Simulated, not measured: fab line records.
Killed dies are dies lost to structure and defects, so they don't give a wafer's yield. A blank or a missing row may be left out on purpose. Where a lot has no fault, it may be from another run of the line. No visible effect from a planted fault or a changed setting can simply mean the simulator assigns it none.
Which tool is to blame? || flow gf180mcu || 39 wafers from 13 lots sampled at 4 of the route's 602 steps

== WHAT THE GAUGES SHOWED, per wafer ==
GF_VT_IMPLANT_RS_MEAS_48: measures by four-point-probe.
{"lot": "L631", "measured": "day 7 10:36", "on": "film-metro-03", "LVPWELL_RS (ohm/sq)": "1199 1200 1198"}
{"lot": "L632", "measured": "day 7 18:18", "on": "film-metro-04", "LVPWELL_RS (ohm/sq)": "1198 1203 1203"}
{"lot": "L635", "measured": "day 8 14:08", "on": "film-metro-03", "LVPWELL_RS (ohm/sq)": "1203 1197 1204"}
{"lot": "L636", "measured": "day 8 19:24", "on": "film-metro-03", "LVPWELL_RS (ohm/sq)": "1196 1198 1195"}
{"lot": "L638", "measured": "day 9 07:45", "on": "film-metro-04", "LVPWELL_RS (ohm/sq)": "1195 1194 1194"}
{"lot": "L640", "measured": "day 9 22:15", "on": "film-metro-04", "LVPWELL_RS (ohm/sq)": "1192 1196 1195"}
{"lot": "L641", "measured": "day 10 03:58", "on": "film-metro-03", "LVPWELL_RS (ohm/sq)": "1196 1194 1198"}
{"lot": "L643", "measured": "day 10 17:49", "on": "film-metro-04", "LVPWELL_RS (ohm/sq)": "1194 1195 1197"}
{"lot": "L644", "measured": "day 10 23:46", "on": "film-metro-03", "LVPWELL_RS (ohm/sq)": "1194 1197 1197"}
{"lot": "L649", "measured": "day 12 12:02", "on": "film-metro-03", "LVPWELL_RS (ohm/sq)": "1196 1201 1199"}
{"lot": "L650", "measured": "day 12 20:26", "on": "film-metro-04", "LVPWELL_RS (ohm/sq)": "1196 1193 1200"}
{"lot": "L654", "measured": "day 14 01:49", "on": "film-metro-02", "LVPWELL_RS (ohm/sq)": "1198 1200 1200"}
{"lot": "L653", "measured": "day 14 02:52", "on": "film-metro-03", "LVPWELL_RS (ohm/sq)": "1197 1195 1195"}

GF_POLY_GATE_CD_MEAS_18.
{"lot": "L631", "measured": "day 9 06:29", "on": "cd-sem-02", "cd-nm (nm)": "275.3 277.8 276.6"}
{"lot": "L632", "measured": "day 9 15:50", "on": "cd-sem-02", "cd-nm (nm)": "282.5 276.1 275.6"}
{"lot": "L635", "measured": "day 10 08:13", "on": "cd-sem-02", "cd-nm (nm)": "281.1 278.1 284.7"}
{"lot": "L636", "measured": "day 10 13:26", "on": "cd-sem-01", "cd-nm (nm)": "280.7 276.7 280.7"}
{"lot": "L638", "measured": "day 11 05:46", "on": "cd-sem-02", "cd-nm (nm)": "283.2 280.1 280.7"}
{"lot": "L640", "measured": "day 11 20:29", "on": "cd-sem-02", "cd-nm (nm)": "279.4 282.1 280.4"}
{"lot": "L641", "measured": "day 12 03:43", "on": "cd-sem-02", "cd-nm (nm)": "277.3 279.9 277.8"}
{"lot": "L643", "measured": "day 12 13:26", "on": "cd-sem-01", "cd-nm (nm)": "279.0 277.4 279.9"}
{"lot": "L644", "measured": "day 12 20:22", "on": "cd-sem-02", "cd-nm (nm)": "279.6 280.9 280.5"}
{"lot": "L649", "measured": "day 14 11:37", "on": "cd-sem-02", "cd-nm (nm)": "281.1 281.7 279.1"}
{"lot": "L650", "measured": "day 14 21:13", "on": "cd-sem-02", "cd-nm (nm)": "277.3 273.5 275.2"}
{"lot": "L654", "measured": "day 16 03:45", "on": "cd-sem-01", "cd-nm (nm)": "281.2 277.8 279.1"}
{"lot": "L653", "measured": "day 16 07:01", "on": "cd-sem-02", "cd-nm (nm)": "276.6 279.6 276.9"}

== WHICH TOOL RAN EACH LOT (tool, then ch and the chambers of the sampled wafers, then the start) ==
{"lot": "L631", "GF_MVPSD_STRIP_10": "plasma-asher-01 ch 0,1, day 5 00:53", "GF_DUAL_GATE_STRIP_13": "plasma-asher-04 ch 0,1, day 8 07:06"}
{"lot": "L632", "GF_MVPSD_STRIP_10": "plasma-asher-03 ch 0,1, day 5 06:47", "GF_DUAL_GATE_STRIP_13": "plasma-asher-04 ch 0,1, day 8 16:45"}
{"lot": "L635", "GF_MVPSD_STRIP_10": "plasma-asher-03 ch 0,1, day 6 00:32", "GF_DUAL_GATE_STRIP_13": "plasma-asher-01 ch 0,1, day 9 09:15"}
{"lot": "L636", "GF_MVPSD_STRIP_10": "plasma-asher-02 ch 0,1, day 6 06:40", "GF_DUAL_GATE_STRIP_13": "plasma-asher-03 ch 0,1, day 9 14:30"}
{"lot": "L638", "GF_MVPSD_STRIP_10": "plasma-asher-02 ch 0,1, day 6 16:13", "GF_DUAL_GATE_STRIP_13": "plasma-asher-01 ch 0,1, day 10 02:42"}
{"lot": "L640", "GF_MVPSD_STRIP_10": "plasma-asher-01 ch 0,1, day 7 05:53", "GF_DUAL_GATE_STRIP_13": "plasma-asher-04 ch 0,1, day 10 20:27"}
{"lot": "L641", "GF_MVPSD_STRIP_10": "plasma-asher-03 ch 0,1, day 7 10:16", "GF_DUAL_GATE_STRIP_13": "plasma-asher-03 ch 0,1, day 11 00:47"}
{"lot": "L643", "GF_MVPSD_STRIP_10": "plasma-asher-01 ch 0,1, day 7 21:56", "GF_DUAL_GATE_STRIP_13": "plasma-asher-04 ch 0,1, day 11 13:47"}
{"lot": "L644", "GF_MVPSD_STRIP_10": "plasma-asher-02 ch 0,1, day 8 03:22", "GF_DUAL_GATE_STRIP_13": "plasma-asher-04 ch 0,1, day 11 20:27"}
{"lot": "L649", "GF_MVPSD_STRIP_10": "plasma-asher-03 ch 0,1, day 9 09:55", "GF_DUAL_GATE_STRIP_13": "plasma-asher-01 ch 0,1, day 13 10:40"}
{"lot": "L650", "GF_MVPSD_STRIP_10": "plasma-asher-02 ch 0,1, day 9 16:34", "GF_DUAL_GATE_STRIP_13": "plasma-asher-04 ch 0,1, day 13 18:11"}
{"lot": "L654", "GF_MVPSD_STRIP_10": "plasma-asher-01 ch 0,1, day 10 20:22", "GF_DUAL_GATE_STRIP_13": "plasma-asher-03 ch 0,1, day 15 00:32"}
{"lot": "L653", "GF_MVPSD_STRIP_10": "plasma-asher-02 ch 0,1, day 10 20:30", "GF_DUAL_GATE_STRIP_13": "plasma-asher-03 ch 0,1, day 15 03:52"}
- GF_MVPSD_STRIP_10: strips in O2/N2.
- GF_DUAL_GATE_STRIP_13: strips in O2/N2.

== WHAT THE TOOLS THEMSELVES READ (means of the sampled wafers that have a number; where no wafer has one, the mark that the record gives instead) ==
GF_MVPSD_STRIP_10.
{"lot": "L631", "tool": "plasma-asher-01", "drypump-motor-current-A (A)": 5.2, "heater-power-w (W)": 326, "oes-product-au (a.u.)": 0.722, "strip-time-to-endpoint-s (s)": 37.07}
{"lot": "L632", "tool": "plasma-asher-03", "drypump-motor-current-A (A)": 5.5, "heater-power-w (W)": 330, "oes-product-au (a.u.)": 0.724, "strip-time-to-endpoint-s (s)": 37.00}
{"lot": "L635", "tool": "plasma-asher-03", "drypump-motor-current-A (A)": 5.5, "heater-power-w (W)": 326, "oes-product-au (a.u.)": 0.723, "strip-time-to-endpoint-s (s)": 37.04}
{"lot": "L636", "tool": "plasma-asher-02", "drypump-motor-current-A (A)": 6.2, "heater-power-w (W)": 308, "oes-product-au (a.u.)": 0.726, "strip-time-to-endpoint-s (s)": 36.79}
{"lot": "L638", "tool": "plasma-asher-02", "drypump-motor-current-A (A)": 5.7, "heater-power-w (W)": 320, "oes-product-au (a.u.)": 0.720, "strip-time-to-endpoint-s (s)": 36.76}
{"lot": "L640", "tool": "plasma-asher-01", "drypump-motor-current-A (A)": 5.4, "heater-power-w (W)": 354, "oes-product-au (a.u.)": 0.720, "strip-time-to-endpoint-s (s)": 37.10}
{"lot": "L641", "tool": "plasma-asher-03", "drypump-motor-current-A (A)": 5.3, "heater-power-w (W)": 304, "oes-product-au (a.u.)": 0.726, "strip-time-to-endpoint-s (s)": 36.96}
{"lot": "L643", "tool": "plasma-asher-01", "drypump-motor-current-A (A)": 5.4, "heater-power-w (W)": 350, "oes-product-au (a.u.)": 0.725, "strip-time-to-endpoint-s (s)": 37.18}
{"lot": "L644", "tool": "plasma-asher-02", "drypump-motor-current-A (A)": 6.2, "heater-power-w (W)": 306, "oes-product-au (a.u.)": 0.729, "strip-time-to-endpoint-s (s)": 37.07}
{"lot": "L649", "tool": "plasma-asher-03", "drypump-motor-current-A (A)": 5.6, "heater-power-w (W)": 323, "oes-product-au (a.u.)": 0.721, "strip-time-to-endpoint-s (s)": 36.83}
{"lot": "L650", "tool": "plasma-asher-02", "drypump-motor-current-A (A)": 5.7, "heater-power-w (W)": 318, "oes-product-au (a.u.)": 0.726, "strip-time-to-endpoint-s (s)": 36.80}
{"lot": "L654", "tool": "plasma-asher-01", "drypump-motor-current-A (A)": 5.2, "heater-power-w (W)": 329, "oes-product-au (a.u.)": 0.721, "strip-time-to-endpoint-s (s)": 36.90}
{"lot": "L653", "tool": "plasma-asher-02", "drypump-motor-current-A (A)": 5.7, "heater-power-w (W)": 312, "oes-product-au (a.u.)": 0.727, "strip-time-to-endpoint-s (s)": 36.96}

GF_DUAL_GATE_STRIP_13.
{"lot": "L631", "tool": "plasma-asher-04", "drypump-motor-current-A (A)": 5.9, "heater-power-w (W)": 331, "oes-product-au (a.u.)": 0.712, "strip-time-to-endpoint-s (s)": 12.69}
{"lot": "L632", "tool": "plasma-asher-04", "drypump-motor-current-A (A)": 5.9, "heater-power-w (W)": 328, "oes-product-au (a.u.)": 0.721, "strip-time-to-endpoint-s (s)": 12.63}
{"lot": "L635", "tool": "plasma-asher-01", "drypump-motor-current-A (A)": 5.4, "heater-power-w (W)": 347, "oes-product-au (a.u.)": 0.716, "strip-time-to-endpoint-s (s)": 12.61}
{"lot": "L636", "tool": "plasma-asher-03", "drypump-motor-current-A (A)": 5.3, "heater-power-w (W)": 308, "oes-product-au (a.u.)": 0.714, "strip-time-to-endpoint-s (s)": 12.63}
{"lot": "L638", "tool": "plasma-asher-01", "drypump-motor-current-A (A)": 5.4, "heater-power-w (W)": 346, "oes-product-au (a.u.)": 0.717, "strip-time-to-endpoint-s (s)": 12.64}
{"lot": "L640", "tool": "plasma-asher-04", "drypump-motor-current-A (A)": 5.9, "heater-power-w (W)": 327, "oes-product-au (a.u.)": 0.715, "strip-time-to-endpoint-s (s)": 12.68}
{"lot": "L641", "tool": "plasma-asher-03", "drypump-motor-current-A (A)": 5.5, "heater-power-w (W)": 332, "oes-product-au (a.u.)": 0.718, "strip-time-to-endpoint-s (s)": 12.63}
{"lot": "L643", "tool": "plasma-asher-04", "drypump-motor-current-A (A)": 5.9, "heater-power-w (W)": 313, "oes-product-au (a.u.)": 0.714, "strip-time-to-endpoint-s (s)": 12.67}
{"lot": "L644", "tool": "plasma-asher-04", "drypump-motor-current-A (A)": 5.9, "heater-power-w (W)": 322, "oes-product-au (a.u.)": 0.715, "strip-time-to-endpoint-s (s)": 12.64}
{"lot": "L649", "tool": "plasma-asher-01", "drypump-motor-current-A (A)": 5.2, "heater-power-w (W)": 328, "oes-product-au (a.u.)": 0.718, "strip-time-to-endpoint-s (s)": 12.63}
{"lot": "L650", "tool": "plasma-asher-04", "drypump-motor-current-A (A)": 5.9, "heater-power-w (W)": 326, "oes-product-au (a.u.)": 0.902, "strip-time-to-endpoint-s (s)": "-"}
{"lot": "L654", "tool": "plasma-asher-03", "drypump-motor-current-A (A)": 5.3, "heater-power-w (W)": 308, "oes-product-au (a.u.)": 0.719, "strip-time-to-endpoint-s (s)": 12.68}
{"lot": "L653", "tool": "plasma-asher-03", "drypump-motor-current-A (A)": 5.5, "heater-power-w (W)": 332, "oes-product-au (a.u.)": 0.711, "strip-time-to-endpoint-s (s)": 12.68}

== THE ANSWER, worked out from the rows above alone ==
Rule: usual is defined by the lots themselves. The widest of any qualifying gaps counts: lots, ordered by their means at a reading, are off when they make up no more than a third of the lots, leave a main group of 4 or more, and stand apart from it by 3 or more times the standard deviation of that group's means. The tables above print the reading to a certain number of digits; a main group whose means all agree to those digits is not used. A lot without any number at a reading at which 4 lots or more have one is off too. The other lots that the step has rows for count as sound. The gauges are gone through in route order, then the tools' own readings, and for those a lot's mean is taken as printed above. The first step at which some lot is off is used, and at that step the reading that is off furthest; a lot without a number counts as furthest.
Off: L650, at GF_DUAL_GATE_STRIP_13 (strip-time-to-endpoint-s). Without a number there: L650. Mean 12.65 s and standard deviation 0.026 in the main group.
If a tool, at that step or one of the process steps before it, ran each lot that is off and ran no sound lot following the first of them, it fits. One candidate fits, namely plasma-asher-04 at GF_DUAL_GATE_STRIP_13. A fault onset in the window from L644 (day 11 20:27, its last sound lot) to L650 (day 13 18:11, its first lot off) fits.
The tool's own readings at GF_DUAL_GATE_STRIP_13 bear it out: on the lots that are off they differ by more than 5 times the standard deviation of the sound lots' means. oes-product-au reads 0.902 a.u. there against 0.716 a.u. on the sound lots.
Blank at GF_DUAL_GATE_STRIP_13 on the lots that are off, where sound lots have numbers: strip-time-to-endpoint-s.

== WHAT THE SIMULATOR HAD INSERTED ==
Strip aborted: plasma-asher-04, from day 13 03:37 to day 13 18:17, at GF_DUAL_GATE_STRIP_13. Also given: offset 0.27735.
Lots struck among those shown: L650. The same result came from the rule above.
